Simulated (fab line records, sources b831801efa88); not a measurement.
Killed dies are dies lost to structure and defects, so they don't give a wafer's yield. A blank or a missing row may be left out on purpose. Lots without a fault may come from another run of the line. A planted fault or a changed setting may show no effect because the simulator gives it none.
Which tool did it? | flow gf180mcu | 12 lots, 36 wafers sampled, at 1 step of a route of 602

WHAT THE GAUGES READ, wafer by wafer
GF_SAB_THK_MEAS_01.
lot  | measured     | on            | SAB_CVD_00_THK (nm)
L075 | day 14 12:10 | film_metro-03 | 49.7 49.9 50.9
L077 | day 14 18:56 | film_metro-03 | 48.2 49.6 49.4
L079 | day 15 11:49 | film_metro-02 | 49.8 50.6 50.0
L081 | day 16 07:35 | film_metro-02 | 49.6 49.9 50.6
L083 | day 17 08:19 | film_metro-01 | 49.1 51.0 50.3
L085 | day 17 15:44 | film_metro-03 | 48.7 50.9 48.9
L087 | day 18 18:25 | film_metro-01 | 50.1 50.7 50.0
L089 | day 19 17:38 | film_metro-01 | 49.9 49.1 49.7
L091 | day 20 03:32 | film_metro-02 | 49.1 49.3 49.8
L092 | day 20 15:50 | film_metro-02 | 49.9 50.2 50.7
L095 | day 21 11:56 | film_metro-01 | 50.2 51.6 50.3
L097 | day 22 01:35 | film_metro-02 | 50.4 51.6 50.6

WHICH TOOL RAN EACH LOT (tool, then ch and the chambers of the sampled wafers, then the start)
The record holds no process step before these readings.

THE ANSWER, worked out from the rows above alone
Rule: what is usual is taken from the lots themselves. Put in order of their means at a reading, lots are off if they are a third of the lots or fewer, leave a main group of 4 or more, and stand apart from it by a gap of 3 or more times the standard deviation of the main group's means; of several such gaps the widest counts. A main group whose means are all the same, to the digits that the tables above print for the reading, isn't used. A lot without any number at a reading at which 4 lots or more have one is off too. The other lots that the step has rows for count as sound.
No lot is off at any reading shown: from this, nothing can be told.

WHAT THE SIMULATOR HAD PUT IN
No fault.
